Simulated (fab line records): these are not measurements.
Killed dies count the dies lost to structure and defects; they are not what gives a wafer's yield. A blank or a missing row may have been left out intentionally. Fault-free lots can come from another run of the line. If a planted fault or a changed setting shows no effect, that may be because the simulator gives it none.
What tool caused it?	flow sky130	12 lots, 36 wafers sampled, at 5 steps of a route of 708

WHAT EACH GAUGE READ, for each wafer
SKY_VT_ADJUST_LVTN_TW_MEAS_10. Usual: VT_ADJUST_LVTN_TW typically reads 239.7, with standard deviation 2.1.
lot	measured	on	VT_ADJUST_LVTN_TW	flag
L690	day 7 00:41	filmMetro-02	238.7 239.2 238.5	
L693	day 7 17:23	filmMetro-03	237.7 238.3 237.9	
L694	day 7 23:30	filmMetro-04	242.4 243.7 242.6	
L695	day 8 07:56	filmMetro-04	241.7 242.3 242.8	
L697	day 8 21:11	filmMetro-02	240.3 240.2 240.6	
L700	day 9 12:41	filmMetro-02	239.6 238.3 238.5	
L703	day 10 18:49	filmMetro-02	238.1 238.5 238.1	
L705	day 11 03:02	filmMetro-04	243.1 244.5 242.8	
L708	day 11 22:50	filmMetro-04	242.7 243.1 244.7	
L709	day 12 07:37	filmMetro-02	237.7 238.1 238.1	
L712	day 13 00:32	filmMetro-03	237.0 236.9 236.1	
L713	day 13 09:02	filmMetro-02	238.7 238.1 238.8	

SKY_SPACER_THK_MEAS_01. Usual: SPACER_CVD_00_THK typically reads 43.2 nm, with standard deviation 0.38.
lot	measured	on	SPACER_CVD_00_THK (nm)	flag
L690	day 23 02:20	filmMetro-04	43.4 43.2 43.3	
L693	day 24 05:23	filmMetro-01	42.9 42.3 42.9	
L694	day 24 06:35	filmMetro-01	43.2 43.1 43.0	
L695	day 25 07:35	filmMetro-03	43.6 43.6 43.4	
L697	day 26 08:27	filmMetro-03	43.1 42.8 43.3	
L700	day 26 18:05	filmMetro-03	43.0 43.3 43.0	
L703	day 27 21:12	filmMetro-01	43.2 43.3 43.4	
L705	day 28 09:25	filmMetro-04	42.6 42.5 43.0	
L708	day 29 13:01	filmMetro-04	43.9 43.7 43.8	
L709	day 29 20:57	filmMetro-01	43.7 43.7 43.7	
L712	day 30 10:14	filmMetro-04	42.6 43.1 42.5	
L713	day 30 21:57	filmMetro-03	43.1 43.1 43.0	

WHAT TOOL EACH LOT RAN ON (gives the tool, then ch and the chambers of the sampled wafers, and finally the start)
lot	SKY_LDD_N_COAT_02	SKY_LDD_N_STRIP_16	SKY_LDD_LDN_STRIP_12
L690	lithoTrack-04 ch 0, day 17 06:05	plasmaAsher-02 ch 0,1, day 17 22:09	plasmaAsher-01 ch 0,1, day 22 23:45
L693	lithoTrack-03 ch 0, day 18 08:08	plasmaAsher-02 ch 0,1, day 19 00:33	plasmaAsher-01 ch 0,1, day 24 03:58
L694	lithoTrack-04 ch 0, day 18 09:36	plasmaAsher-02 ch 0,1, day 19 01:48	plasmaAsher-04 ch 0,1, day 24 04:14
L695	lithoTrack-04 ch 0, day 19 05:54	plasmaAsher-01 ch 0, day 19 23:05	plasmaAsher-01 ch 0,1, day 25 02:35
L697	lithoTrack-03 ch 0, day 20 10:47	plasmaAsher-01 ch 0,1, day 21 03:38	plasmaAsher-02 ch 0,1, day 26 04:31
L700	lithoTrack-01 ch 0, day 21 00:23	plasmaAsher-02 ch 0,1, day 21 17:03	plasmaAsher-04 ch 0,1, day 26 16:40
L703	lithoTrack-04 ch 0, day 22 03:50	plasmaAsher-04 ch 0,1, day 22 20:25	plasmaAsher-02 ch 0,1, day 27 19:47
L705	lithoTrack-04 ch 0, day 22 16:00	plasmaAsher-01 ch 0,1, day 23 08:45	plasmaAsher-01 ch 0,1, day 28 07:34
L708	lithoTrack-03 ch 0, day 23 22:08	plasmaAsher-01 ch 0,1, day 24 15:07	plasmaAsher-04 ch 0,1, day 29 10:38
L709	lithoTrack-03 ch 0, day 24 04:35	plasmaAsher-01 ch 0, day 24 20:51	plasmaAsher-04 ch 0,1, day 29 18:08
L712	lithoTrack-01 ch 0, day 25 00:07	plasmaAsher-04 ch 0,1, day 25 16:20	plasmaAsher-01 ch 0,1, day 30 08:50
L713	lithoTrack-01 ch 0, day 25 08:17	plasmaAsher-04 ch 0,1, day 26 00:31	plasmaAsher-04 ch 0,1, day 30 19:31
- SKY_LDD_N_COAT_02: resist thk 300 nm.
- SKY_LDD_N_STRIP_16: strips in O2/N2.
- SKY_LDD_LDN_STRIP_12: strips in O2/N2.

WHAT THE TOOLS THEMSELVES READ (means of the sampled wafers that have a number; where no wafer has one, the mark that the record gives instead)
SKY_LDD_N_STRIP_16. Usual: drypumpMotorCurrentA 5.9 A, standard deviation 0.65; oesProductAu 0.407 a.u., standard deviation 0.0047; stripTimeToEndpointS 4.312 s, standard deviation 0.014.
lot	tool	drypumpMotorCurrentA (A)	oesProductAu (a.u.)	stripTimeToEndpointS (s)	flag
L690	plasmaAsher-02	5.2	0.407	4.298	
L693	plasmaAsher-02	5.6	0.406	4.329	
L694	plasmaAsher-02	5.7	0.403	4.319	
L695	plasmaAsher-01	6.6	0.406	4.302	
L697	plasmaAsher-01	6.0	0.409	4.330	
L700	plasmaAsher-02	5.6	0.404	4.339	
L703	plasmaAsher-04	6.3	0.405	4.257	OFF
L705	plasmaAsher-01	6.1	0.403	4.246	OFF
L708	plasmaAsher-01	6.1	0.407	4.314	
L709	plasmaAsher-01	6.6	0.408	4.297	
L712	plasmaAsher-04	6.3	0.410	4.297	
L713	plasmaAsher-04	6.3	0.404	4.301	

SKY_LDD_LDN_STRIP_12. Usual: drypumpMotorCurrentA 6.0 A, standard deviation 0.63; oesProductAu 0.716 a.u., standard deviation 0.0046; stripTimeToEndpointS 14.18 s, standard deviation 0.046.
lot	tool	drypumpMotorCurrentA (A)	oesProductAu (a.u.)	stripTimeToEndpointS (s)	flag
L690	plasmaAsher-01	6.0	0.719	14.16	
L693	plasmaAsher-01	5.6	0.720	14.17	
L694	plasmaAsher-04	6.3	0.714	14.15	
L695	plasmaAsher-01	6.0	0.715	14.17	
L697	plasmaAsher-02	5.7	0.714	14.15	
L700	plasmaAsher-04	6.3	0.717	14.21	
L703	plasmaAsher-02	5.6	0.716	14.16	
L705	plasmaAsher-01	6.1	0.715	14.17	
L708	plasmaAsher-04	6.3	0.713	14.17	
L709	plasmaAsher-04	6.3	0.718	14.23	
L712	plasmaAsher-01	5.5	0.717	14.25	
L713	plasmaAsher-04	6.3	0.716	14.21	

THE ANSWER, worked out from the rows above alone
Rule: a lot is off if the mean of its wafers that have a number lies more than 3 standard deviations from the usual mean. A lot without any number at a reading at which 4 lots or more have one is off too. Any other lot the step has rows for is counted as sound. After the gauges, taken in route order, come the tools' own readings; for these a lot's mean is taken, as printed above. At the first step where some lot is off, the reading lying furthest off is the one used; lots without a number count as furthest.
Off at SKY_LDD_N_STRIP_16 (stripTimeToEndpointS): L703, L705.
If a tool, at that step or one of the process steps before it, ran each lot that is off and ran no sound lot following the first of them, it fits. One fits: SKY_LDD_N_COAT_02 on lithoTrack-04. Its last sound lot is L695 (day 19 05:54), its first lot that is off L703 (day 22 03:50): a fault that began between those two fits.

WHAT WAS PUT IN BY THE SIMULATOR
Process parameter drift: lithoTrack-04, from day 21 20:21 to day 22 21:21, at SKY_LDD_N_COAT_02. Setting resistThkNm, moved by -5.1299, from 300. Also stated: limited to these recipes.
Shown lots that were struck: L703, L705. This agrees with what the rule above found.
